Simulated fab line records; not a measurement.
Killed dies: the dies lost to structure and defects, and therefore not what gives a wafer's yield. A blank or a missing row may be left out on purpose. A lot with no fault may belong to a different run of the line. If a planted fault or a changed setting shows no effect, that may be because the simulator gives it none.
8D (eight disciplines) problem report, filled in by code | flow sky130 | the parts of the form that need people (team, actions taken, sign-off) are left out

== 1. WHAT WENT WRONG ==
RES_XHIGH_RS at SKY_SD_N_RS_MEAS_18 reads a mean of 377.6 ohm/sq on 1 wafer of 1 lot; wafers without a fault read 333.2 ohm/sq with a standard deviation of 1.1. That is +40 standard deviations from the usual mean.
The step: measures by four-point-probe.
The first sign was on wafer L752.5 at day 34 05:29, on filmMetro-04. At this step, 38 wafers from 13 lots have a number in the record. By rule, "out" or "out of limits" means more than 4 standard deviations away from the usual mean. The other wafers with a number count as sound.

== 2. WHAT IT IS, WHAT IT ISN'T ==
question                    | is                | is not
which readings at this step | RES_XHIGH_RS      | -
which lots                  | L752              | L733, L734, L735, L738, L739, L741, L742, L744, L745, L746, L747, L756
which wafers of those lots  | L752.5            | L752.6
read on which gauges        | filmMetro-04      | filmMetro-01, filmMetro-02
when                        | from day 34 05:29 | up to then (34 sound wafers); but 3 sound wafers of L756 came after

== 3. THE SUSPECTS, EACH WITH WHAT RULES IT OUT ==
Counting: any tool at a process step up to the reading remains a suspect provided it ran every lot that is out. Sound lots after the first of them don't rule it out here, since some wafers of a struck lot are sound.
- the gauge at SKY_SD_N_RS_MEAS_18: kept. All the wafers that are out were read on filmMetro-04, and no step on other tools shows them out.
- implanter-04 at SKY_RES_XHIGH_IMPLANT_07: kept. L752, the lot that is out, went through it at day 33 02:35; up to then, the latest sound lot through it was L746 at day 31 04:58.
Left after counting: implanter-04 at SKY_RES_XHIGH_IMPLANT_07, filmMetro-04 at SKY_SD_N_RS_MEAS_18.

== 4. THE CAUSE (what the simulator had put in) ==
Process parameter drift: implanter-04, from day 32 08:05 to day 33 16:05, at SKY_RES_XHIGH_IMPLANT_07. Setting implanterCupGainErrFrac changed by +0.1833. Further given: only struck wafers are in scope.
This tool is one of the 2 suspects left after counting.

== 5. THE EFFECT CHAIN, in route order ==
One row per reading whose mean, taken over the struck wafers that have a number, lies over 3 standard deviations from the usual. Scope: only readings with a usual standard deviation given in the record; hours: median across lots of the time from each lot's start at the first step in this table that gives one to its start at this step; sigmas: change in usual standard deviations.
hours | step                | reading      | usual        | on struck wafers | change | sigmas
0     | SKY_SD_N_RS_MEAS_18 | RES_XHIGH_RS | 333.2 ohm/sq | 377.6            | +44.4  | +40
At these later measuring or inspecting steps, every struck wafer for which the step has a row has a number for every such reading, and none has moved that far: SKY_CONTACT_BOW_MEAS_05.

== 6. HOW IT WOULD HAVE BEEN CAUGHT EARLIER ==
In this record the first reading out of limits at a measuring or inspecting step was taken at day 34 05:29, 45 hours after the fault began at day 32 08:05.
Of the tool readings at SKY_RES_XHIGH_IMPLANT_07 for which the record gives a usual standard deviation, none was out on any struck wafer, so an alarm limit of 4 standard deviations on them would not have fired.
All the lots that are out (1) had begun SKY_RES_XHIGH_IMPLANT_07 on implanter-04 by day 34 05:29. Had the tool been put on hold then, not one of them would have been saved.
